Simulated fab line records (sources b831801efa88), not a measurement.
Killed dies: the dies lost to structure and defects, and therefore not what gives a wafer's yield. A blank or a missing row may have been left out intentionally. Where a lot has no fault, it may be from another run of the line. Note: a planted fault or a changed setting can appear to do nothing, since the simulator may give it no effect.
Which of the tools did it?    flow sky130    at 1 step of a route of 708, 12 lots with 36 wafers sampled

== WHAT EACH GAUGE READ, for each wafer ==
SKY_LI_CONTACT_OVL_MEAS_13.
lot   measured      on          LI_CONTACT_OVL (nm)
L314  day 28 22:43  overlay-02  -6 1 -4
L316  day 29 22:28  overlay-01  4 2 7
L317  day 30 04:52  overlay-01  -1 -5 -3
L318  day 30 14:05  overlay-01  1 1 -1
L323  day 32 08:07  overlay-01  1 -2 -3
L327  day 33 10:22  overlay-02  -1 4 1
L329  day 33 22:34  overlay-02  3 -4 4
L332  day 34 22:50  overlay-01  12 11 11
L334  day 35 13:37  overlay-01  -4 0 2
L335  day 35 19:02  overlay-02  0 -5 0
L336  day 36 03:58  overlay-02  2 5 8
L337  day 36 05:43  overlay-02  -3 3 5

== WHAT TOOL EACH LOT RAN ON (gives the tool, then ch and the chambers of the sampled wafers, and finally the start) ==
The record shows no process step preceding these readings.

== WHAT THE TOOLS THEMSELVES READ (means of the sampled wafers that have a number; where no wafer has one, the mark that the record gives instead) ==
The record holds no such reading with a usual standard deviation.

== THE ANSWER, worked out from the rows above alone ==
Rule: the lots themselves supply what counts as usual. The widest of any qualifying gaps counts: lots, ordered by their means at a reading, are off when they make up no more than a third of the lots, leave a main group of 4 or more, and stand apart from it by 3 or more times the standard deviation of that group's means. Not used: any main group whose means are identical at the precision the tables above print for the reading. A lot without any number at a reading at which 4 lots or more have one is off too. All remaining lots with rows at the step are treated as sound. After the gauges, taken in route order, come the tools' own readings; for these a lot's mean is taken, as printed above. The first step at which some lot is off is used, and at that step the reading that is off furthest; a lot without a number counts as furthest.
Nothing can be told from this: no lot is off at any reading shown.

== WHAT THE SIMULATOR HAD PUT IN ==
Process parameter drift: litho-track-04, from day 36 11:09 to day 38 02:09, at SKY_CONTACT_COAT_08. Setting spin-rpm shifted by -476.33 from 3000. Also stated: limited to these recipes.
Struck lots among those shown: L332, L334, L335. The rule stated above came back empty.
